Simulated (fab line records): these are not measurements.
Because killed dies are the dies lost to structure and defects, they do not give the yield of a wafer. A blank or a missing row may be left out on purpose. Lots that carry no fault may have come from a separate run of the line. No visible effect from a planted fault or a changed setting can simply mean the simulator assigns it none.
Which of the tools did it? + flow sky130 + route of 708 steps, sampled at 1 step: 14 lots, 42 wafers

## WHAT EACH GAUGE READ, for each wafer
The record holds no reading of a measuring or inspecting step that can be judged against a usual standard deviation.

## WHICH TOOL RAN EACH LOT (tool, then ch and the chambers of the sampled wafers, then the start)
| lot  | SKY_LDD_LDN_SOFTBAKE_03          |
|------|----------------------------------|
| L839 | lithoTrack-03 ch 0, day 22 11:59 |
| L840 | lithoTrack-01 ch 0, day 22 22:29 |
| L841 | lithoTrack-03 ch 0, day 23 10:02 |
| L842 | lithoTrack-01 ch 0, day 23 21:38 |
| L848 | lithoTrack-01 ch 0, day 25 20:45 |
| L849 | lithoTrack-03 ch 0, day 26 05:58 |
| L850 | lithoTrack-03 ch 0, day 26 18:17 |
| L852 | lithoTrack-04 ch 0, day 27 11:43 |
| L854 | lithoTrack-01 ch 0, day 27 22:11 |
| L856 | lithoTrack-01 ch 0, day 28 16:30 |
| L857 | lithoTrack-01 ch 0, day 29 02:38 |
| L859 | lithoTrack-03 ch 0, day 29 19:28 |
| L860 | lithoTrack-03 ch 0, day 29 22:41 |
| L861 | lithoTrack-03 ch 0, day 30 08:53 |
- SKY_LDD_LDN_SOFTBAKE_03: time 60 s.

## WHAT THE TOOLS THEMSELVES READ (means of the sampled wafers that have a number; where no wafer has one, the mark that the record gives instead)
SKY_LDD_LDN_SOFTBAKE_03.
| lot  | tool          | heaterPowerTotalW (W) | plateTempC (C) | resistLineTempC (C) |
|------|---------------|-----------------------|----------------|---------------------|
| L839 | lithoTrack-03 | 56.61                 | 89.96          | 22.89               |
| L840 | lithoTrack-01 | 56.62                 | 90.06          | 23.03               |
| L841 | lithoTrack-03 | 56.61                 | 89.98          | 23.12               |
| L842 | lithoTrack-01 | 56.62                 | 89.91          | 22.97               |
| L848 | lithoTrack-01 | 56.62                 | 89.95          | 22.89               |
| L849 | lithoTrack-03 | 54.21                 | 87.34          | 23.09               |
| L850 | lithoTrack-03 | 54.29                 | 87.35          | 23.05               |
| L852 | lithoTrack-04 | 56.56                 | 90.09          | 22.87               |
| L854 | lithoTrack-01 | 56.60                 | 89.97          | 23.02               |
| L856 | lithoTrack-01 | 56.60                 | 90.08          | 23.12               |
| L857 | lithoTrack-01 | 56.54                 | 90.16          | 22.96               |
| L859 | lithoTrack-03 | 56.64                 | 90.04          | 23.02               |
| L860 | lithoTrack-03 | 56.60                 | 90.02          | 23.02               |
| L861 | lithoTrack-03 | 56.59                 | 90.06          | 23.12               |

## THE ANSWER, worked out from the rows above alone
Rule: what is usual is taken from the lots themselves. The widest of any qualifying gaps counts: lots, ordered by their means at a reading, are off when they make up no more than a third of the lots, leave a main group of 4 or more, and stand apart from it by 3 or more times the standard deviation of that group's means. If all means in a main group match to the digits the tables above print for the reading, that group is not used. A lot without any number at a reading at which 4 lots or more have one is off too. All remaining lots with rows at the step are treated as sound. The gauges are gone through in route order, then the tools' own readings, and for those a lot's mean is taken as printed above. At the first step where some lot is off, the reading lying furthest off is the one used; lots without a number count as furthest.
Off: L849, L850, at SKY_LDD_LDN_SOFTBAKE_03 (heaterPowerTotalW). The main group: mean 56.60 W, standard deviation 0.026.
A tool fits if, at that step or a process step before it, it ran every lot that is off, and no sound lot after the first of them. No candidate that was tried fits.

## WHAT THE SIMULATOR HAD PUT IN
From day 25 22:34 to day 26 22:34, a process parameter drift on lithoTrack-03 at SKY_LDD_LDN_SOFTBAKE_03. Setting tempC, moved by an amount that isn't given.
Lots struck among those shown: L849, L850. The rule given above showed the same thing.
